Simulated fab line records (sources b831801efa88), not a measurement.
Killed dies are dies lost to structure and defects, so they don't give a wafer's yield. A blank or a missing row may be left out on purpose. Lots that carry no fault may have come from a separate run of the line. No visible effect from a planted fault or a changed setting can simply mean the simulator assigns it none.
Matching of chambers | flow gf180mcu | 3 sister chambers for GF_V1_CVD_02 on pecvd-03
The step deposits SiO2 from TEOS, target thk 850 nm, time 94.851 s. 6 wafers are shown with their chamber, then 8 later ones without.

## EACH WAFER AND ITS CHAMBER
wafer  | chamber | heater power w (W)
L078.4 | 2       | 846
L081.6 | 1       | 678
L088.1 | 1       | 651
L088.2 | 2       | 845
L088.3 | 0       | 461
L089.1 | 0       | 449

## WAFERS WHOSE CHAMBER IS MISSING
wafer  | heater power w (W)
L089.2 | 828
L089.5 | 874
L091.4 | 683
L091.5 | 792
L091.6 | 432
L096.2 | 367
L096.3 | 660
L096.6 | 682

## THE CHAMBER EACH PASSED THROUGH
wafer  | from the rows above | in truth
L089.2 | 2                   | 2
L089.5 | 2                   | 2
L091.4 | 1                   | 1
L091.5 | 2                   | 2
L091.6 | 0                   | 0
L096.2 | 0                   | 0
L096.3 | 1                   | 1
L096.6 | 1                   | 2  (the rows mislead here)
Placed correctly: 7 of 8. Not placeable from these rows: 0. Wrongly placed: 1.
How it was worked out, from the rows above alone: a wafer's distance from a chamber is the root of the sum, over the readings, of the square of ((its reading less the chamber's mean) divided by the reading's scatter). If the next closest chamber is less than 2 further off than the closest, the wafer can't be placed; otherwise it belongs to the closest. For every chamber, the mean is computed from those of its wafers that are shown. The scatter: take each reading less its chamber's mean, square it, sum over the shown wafers, divide by the number of wafers less the number of chambers, and take the root.
